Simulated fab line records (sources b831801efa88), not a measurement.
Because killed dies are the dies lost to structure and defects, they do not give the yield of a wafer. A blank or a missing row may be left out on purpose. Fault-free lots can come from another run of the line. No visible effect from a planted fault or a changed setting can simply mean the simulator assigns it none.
Lot-split experiment	flow sky130	5 lots, 23 wafers read, on a route of 708 steps

THE SPLIT ITSELF
At SKY_LI_CONTACT_CVD_21 (deposits W, target thk 400 nm, time 120.56 s), the setting temp-c was moved away from the recipe's 400 C on 8 of the 23 wafers read, by -1.8% to -1.3%. The other wafers ran this setting at the recipe's value.

SPLIT TO READING: what lies between them in the file, 1 step
- SKY_LI_CONTACT_RS_MEAS_22: measures by four-point-probe

THE READING
LI_CONTACT_W_THK, in nm, at SKY_LI_CONTACT_THK_MEAS_23 (measures by xrf). Fault-free wafers of this fab line usually give 391 nm, standard deviation 5.1 nm.

wafer	tool, chamber at the split	temp-c as run, C	against the recipe	LI_CONTACT_W_THK, nm	against lot-mates on the recipe
L077.1	cvd-w-02, 1	400	recipe	394	-
L077.4	cvd-w-02, 1	400	recipe	395	-
L077.5	cvd-w-02, 0	400	recipe	393	-
L079.1	cvd-w-02, 1	392.8	-1.8%	350	-47
L079.2	cvd-w-02, 0	400	recipe	400	-
L079.4	cvd-w-02, 1	392.8	-1.8%	343	-54
L079.5	cvd-w-02, 0	400	recipe	394	-
L079.6	cvd-w-02, 1	392.8	-1.8%	345	-52
L082.1	cvd-w-02, 0	400	recipe	388	-
L082.2	cvd-w-02, 1	400	recipe	386	-
L082.4	cvd-w-02, 1,0	400	recipe	386	-
L082.5	cvd-w-02, 1,0	400	recipe	387	-
L082.6	cvd-w-02, 1	400	recipe	383	-
L083.1	cvd-w-02, 1	394.3	-1.4%	351	-44
L083.2	cvd-w-02, 0	400	recipe	398	-
L083.3	cvd-w-02, 1	400	recipe	392	-
L083.4	cvd-w-02, 0	394.3	-1.4%	350	-45
L083.6	cvd-w-02, 1	394.3	-1.4%	352	-43
L085.1	cvd-w-02, 0	394.9	-1.3%	355	-30
L085.2	cvd-w-02, 1	400	recipe	383	-
L085.4	cvd-w-02, 0	400	recipe	383	-
L085.5	cvd-w-02, 1	400	recipe	390	-
L085.6	cvd-w-02, 0	394.9	-1.3%	357	-28
Where a row lists several chambers, the file gives one row for several wafers and doesn't say which wafer went through which chamber.

FIT RESULTS
A straight line over all 23 wafers: LI_CONTACT_W_THK changes by +25.8 nm for each +1% of temp-c; r = +0.97; the points scatter about the line by 4.8 nm.
The same after taking each lot's own level away (the mean of its wafers on the recipe; 23 wafers): +28.3 nm for each +1%; r = +0.99; scatter 3.4 nm.
According to that fit, moving temp-c by its largest amount changes the reading by 51 nm.
From 385.3 to 397.0 nm: that is the span of the lots' own levels, equal to 2.3 times the standard deviation above.
Consequently the slope shifts little with the lot-to-lot level, the two slopes agreeing.
Check: -51.6 nm against its lot-mates is what the line predicts for one of the wafers moved furthest among these (-1.8%) when that wafer is left out of the fit. It came out at -47 nm against them.

FURTHER SPLITS ON THESE WAFERS
Other splits were also applied to these wafers ahead of the reading. Each is held against what the fit with the lots' levels taken away leaves over:
other split on the same wafers	wafers away from the commonest value	r with LI_CONTACT_W_THK (lot level and that fit taken away)
SKY_SD_P_DEVELOP_06 develop-time-s	12	+0.19
SKY_SD_P_IMPLANT_09 energy-kev	8	+0.16
SKY_SD_N_STRIP_11 o2-flow-sccm	7	+0.39
SKY_LI_CONTACT_CMP_02 leave-above-ref-nm	10	+0.43
SKY_LI_CONTACT_EXPOSE_09 dose-mj	7	+0.07

THE WHOLE CHAIN: every reading that the file lists as answering this split, in the file's order
step	what it does	reading	change (the file's fit)	r (the file's)
SKY_LI_CONTACT_CVD_21	deposits W, target thk 400 nm, time 120.56 s	W_of_LI_CONTACT_CVD_21.thk-nm (the simulator's own value, which no gauge read)	+27.8 nm for each +1% of the setting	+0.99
SKY_LI_CONTACT_RS_MEAS_22	measures by four-point-probe	LI_CONTACT_W_RS	-0.0228 for each +1% of the setting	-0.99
SKY_LI_CONTACT_THK_MEAS_23	measures by xrf	LI_CONTACT_W_THK	+27.8 for each +1% of the setting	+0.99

THE FILE'S OWN FIT
LI_CONTACT_W_THK changes by +27.8 nm for each +1% of temp-c, r = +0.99.
